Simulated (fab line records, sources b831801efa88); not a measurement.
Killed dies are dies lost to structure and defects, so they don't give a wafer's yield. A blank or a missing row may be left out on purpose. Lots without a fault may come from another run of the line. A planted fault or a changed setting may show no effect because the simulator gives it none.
Which tool did it? | flow sky130 | 11 lots, 33 wafers sampled, at 4 steps of a route of 708

WHAT THE GAUGES READ, wafer by wafer
SKY_SD_P_TW_MEAS_11.
lot  | measured     | on            | SD_P_TW
L596 | day 26 05:28 | film_metro-01 | 2783 2777 2792
L598 | day 27 10:11 | film_metro-01 | 2763 2772 2782
L601 | day 27 22:41 | film_metro-01 | 2797 2779 2777
L604 | day 28 08:17 | film_metro-02 | 2859 2844 2838
L605 | day 28 17:10 | film_metro-02 | 2853 2840 2846
L606 | day 29 03:20 | film_metro-01 | 3082 3077 3085 3075 3087 3068
L608 | day 29 14:46 | film_metro-01 | 2780 2787 2798
L609 | day 29 22:17 | film_metro-04 | 3097 3093 3091 3100 3095 3101
L611 | day 31 17:10 | film_metro-04 | 2801 2805 2793
L617 | day 32 19:47 | film_metro-01 | 3067 3060 3083 3075 3069 3081
L618 | day 33 01:19 | film_metro-01 | 2778 2768 2794

WHICH TOOL RAN EACH LOT (tool, then ch and the chambers of the sampled wafers, then the start)
lot  | SKY_LDD_LDN_STRIP_12                 | SKY_SD_P_IMPLANT_09             | SKY_SD_P_STRIP_10
L596 | plasma_asher-03 ch 1, day 23 16:51   | implanter-01 ch 0, day 26 05:13 | plasma_asher-02 ch 0,1, day 26 05:22
L598 | plasma_asher-04 ch 0,1, day 24 21:10 | implanter-01 ch 0, day 27 09:57 | plasma_asher-02 ch 0,1, day 27 10:04
L601 | plasma_asher-03 ch 0,1, day 25 10:13 | implanter-02 ch 0, day 27 22:27 | plasma_asher-03 ch 0,1, day 27 22:34
L604 | plasma_asher-03 ch 0,1, day 25 20:25 | implanter-02 ch 0, day 28 08:03 | plasma_asher-02 ch 0,1, day 28 08:10
L605 | plasma_asher-04 ch 0,1, day 26 04:47 | implanter-04 ch 0, day 28 16:56 | plasma_asher-03 ch 0,1, day 28 17:04
L606 | plasma_asher-03 ch 0,1, day 26 16:24 | implanter-01 ch 0, day 29 02:46 | plasma_asher-02 ch 0,1, day 29 03:14
L608 | plasma_asher-04 ch 0,1, day 27 05:42 | implanter-02 ch 0, day 29 14:32 | plasma_asher-03 ch 0,1, day 29 14:40
L609 | plasma_asher-03 ch 0,1, day 27 14:28 | implanter-01 ch 0, day 29 21:43 | plasma_asher-02 ch 0,1, day 29 22:11
L611 | plasma_asher-01 ch 0,1, day 28 06:55 | implanter-04 ch 0, day 31 16:55 | plasma_asher-03 ch 0,1, day 31 17:04
L617 | plasma_asher-04 ch 0,1, day 30 11:31 | implanter-01 ch 0, day 32 19:14 | plasma_asher-02 ch 0,1, day 32 19:40
L618 | plasma_asher-03 ch 0,1, day 30 17:16 | implanter-02 ch 0, day 33 01:04 | plasma_asher-03 ch 0,1, day 33 01:13
- SKY_LDD_LDN_STRIP_12: strips in O2/N2.
- SKY_SD_P_IMPLANT_09
- SKY_SD_P_STRIP_10: strips in O2/N2.

THE ANSWER, worked out from the rows above alone
Rule: what is usual is taken from the lots themselves. Put in order of their means at a reading, lots are off if they are a third of the lots or fewer, leave a main group of 4 or more, and stand apart from it by a gap of 3 or more times the standard deviation of the main group's means; of several such gaps the widest counts. A main group whose means are all the same, to the digits that the tables above print for the reading, isn't used. A lot without any number at a reading at which 4 lots or more have one is off too. The other lots that the step has rows for count as sound.
Off: L606, L609, L617, at SKY_SD_P_TW_MEAS_11 (SD_P_TW). The main group: mean 2800, standard deviation 28.
A tool fits if, at a process step before that reading, it ran every lot that is off, and no sound lot after the first of them. The gauges at SKY_SD_P_TW_MEAS_11 are tried like those tools. Can't be told from this: 2 tools fit, implanter-01 at SKY_SD_P_IMPLANT_09, plasma_asher-02 at SKY_SD_P_STRIP_10.

WHAT THE SIMULATOR HAD PUT IN
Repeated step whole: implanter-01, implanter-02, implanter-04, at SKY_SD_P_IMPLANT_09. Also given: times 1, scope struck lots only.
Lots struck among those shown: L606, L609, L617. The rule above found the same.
